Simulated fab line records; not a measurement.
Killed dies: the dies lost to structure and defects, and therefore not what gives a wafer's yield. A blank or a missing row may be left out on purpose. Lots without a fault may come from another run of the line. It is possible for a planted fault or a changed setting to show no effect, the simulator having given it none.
A lot that was struck, set against a sound lot    flow sky130    35 out of 708 route steps
Sound: the wafers L160.3, L160.4, L160.5. Struck: wafers L163.2, L163.6 (left out: L163.3, a lot-mate that was not struck); the cause follows at the end.
For every step that has rows: the tool of each side, followed by ch and its chambers, followed by its first start. Under that, the readings that differ: sound wafers    struck wafers    difference of the means    sigmas: that difference in standard deviations of wafers without a fault.
alike: a reading whose means differ by less than 2 such deviations, as well as words and numbers matching on both sides. not compared: withheld readings; readings where some wafer has no value; bounds like >300 that might hide an equal value; numbers whose values overlap and for which the record gives no deviation.
A row with sigmas, a row that says differs or no value, or rows on one side alone: a step with any of these is where the two part. Numbers that don't overlap but have no deviation are shown without sigmas and don't part them. A reading missing from all wafers of one side parts the sides only when that side holds two or more wafers.

first, 10 steps without rows for these wafers: SKY_METAL2_HMDS_08 (prime time 60 s); SKY_METAL2_COAT_09 (resist thk 60 nm); SKY_METAL2_COAT_10 (resist thk 450 nm); SKY_METAL2_SOFTBAKE_11 (time 90 s); SKY_METAL2_EXPOSE_12 (exposes mask MM2, target cd 140 nm); SKY_METAL2_PEB_13; SKY_METAL2_DEVELOP_14 (develop time 60 s); SKY_METAL2_DESCUM_17 (chemistry O2, time 8 s); SKY_METAL2_ETCH_18 (etches BARC in N2/H2, stops on SiO2, time 45.9 s, target depth 60 nm); SKY_METAL2_METAL_ETCH_19 (etches the open film in Cl2/BCl3, stops on SiO2, target depth 360 nm, time 78 s).
SKY_METAL2_STRIP_20: strips in O2/N2.
  sound on plasma asher-02 ch 0,1, day 37 01:38; struck on plasma asher-02 ch 1, day 37 19:42
reading                sound              struck       difference  sigmas
oes product au (a.u.)  0.344 0.337 0.342  0.348 0.356  +0.011      +2
  alike: drypump motor current A, strip time to endpoint s
  not compared: rf hours counter h
then, 23 steps without rows for these wafers: SKY_METAL2_STRIP_21 (strips in post etch residue remover, time 1200 s); SKY_METAL2_CLEAN_22 (cleans in IPA, time 180 s); SKY_METAL2_CLEAN_23 (cleans in O3/DIW); SKY_VIA2_HDPCVD_00 (deposits SiO2, target thk 1180 nm, time 196.7 s); SKY_VIA2_CMP_02 (polishes SiO2); SKY_VIA2_DEHYDRATE_04 (time 60 s); SKY_VIA2_HMDS_05 (prime time 60 s); SKY_VIA2_COAT_06 (resist thk 60 nm); SKY_VIA2_COAT_07 (resist thk 450 nm); SKY_VIA2_SOFTBAKE_08 (time 90 s); SKY_VIA2_EXPOSE_09 (exposes mask VIM2, target cd 200 nm); SKY_VIA2_PEB_10; SKY_VIA2_DEVELOP_11 (develop time 60 s); SKY_VIA2_ETCH_14 (etches BARC in N2/H2, stops on SiO2, time 45.9 s, target depth 60 nm); SKY_VIA2_ETCH_15 (etches SiO2 in C4F8/O2/Ar, stops on TiN, target depth 546 nm, time 84 s); SKY_VIA2_STRIP_16 (strips in O2/N2); SKY_VIA2_STRIP_17 (strips in post etch residue remover, time 1200 s); SKY_VIA2_CLEAN_18 (cleans in IPA, time 180 s); SKY_VIA2_CLEAN_19 (cleans in O3/DIW); SKY_VIA2_SPUTTER_20 (material TiN, target thk 20 nm, time 80 s); SKY_VIA2_CVD_21 (deposits W, target thk 420 nm, time 126.4 s); SKY_VIA2_CMP_24 (polishes, stops on SiO2, t overpolish 20 s, target thk 0 nm); SKY_METAL3_SPUTTER_00 (material Ti, target thk 15 nm, time 10 s).
-- the record jumps here: 10 days lie between the struck wafers' starts before and after (it left off in module METAL3 and takes up again in module PAD_OPEN, whose first step shown is number 708 of the route) --
SKY_PAD_OPEN_PROBE_99:
  sound on prober-02 at day 47 08:17; struck on prober-02 at day 47 18:29
reading                                sound        struck       difference  sigmas
defect limited yield (%)               83.5 83.5    77.0 77.4    -6.3        -3
killed_at_M0_to_M3                     39 37        67 82        +36         +6
killed dies                            81 81        113 111      +31         +4
killed on rim                          16 22        25 29        +8          +2
sort_bin_3_pad_short (%)               1.8 1.4      3.5 4.1      +2.2        +5
sort_bin_5_function (%)                10.4 8.3     12.8 12.6    +3.3        +2
sort n pass                            411 411      379 381      -31         -4
sort yield pct (%)                     83.5 83.5    77.0 77.4    -6.3        -3
model.etest.tester.sort n pass         411 411      379 381      -31         
model.etest.tester.sort yield pct (%)  83.54 83.54  77.03 77.44  -6.31       
model.etest.tester.sort_bin_5_pct (%)  10.37 8.333  12.8 12.6    +3.3        
model.etest.tester.sort_bin_3_pct (%)  1.829 1.423  3.455 4.065  +2.134      
  alike: killed_at_M4_up, killed at contacts, killed at front end, killed at other, killed open, killed short, sort_bin_6_memory

== WHERE THEY PART ==
Last at SKY_PAD_OPEN_PROBE_99 as far as this record goes, first at SKY_METAL2_STRIP_20.

WHY: the cause the simulator had injected
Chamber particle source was plasma asher-02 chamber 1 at SKY_METAL2_STRIP_20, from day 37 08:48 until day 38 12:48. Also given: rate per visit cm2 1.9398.
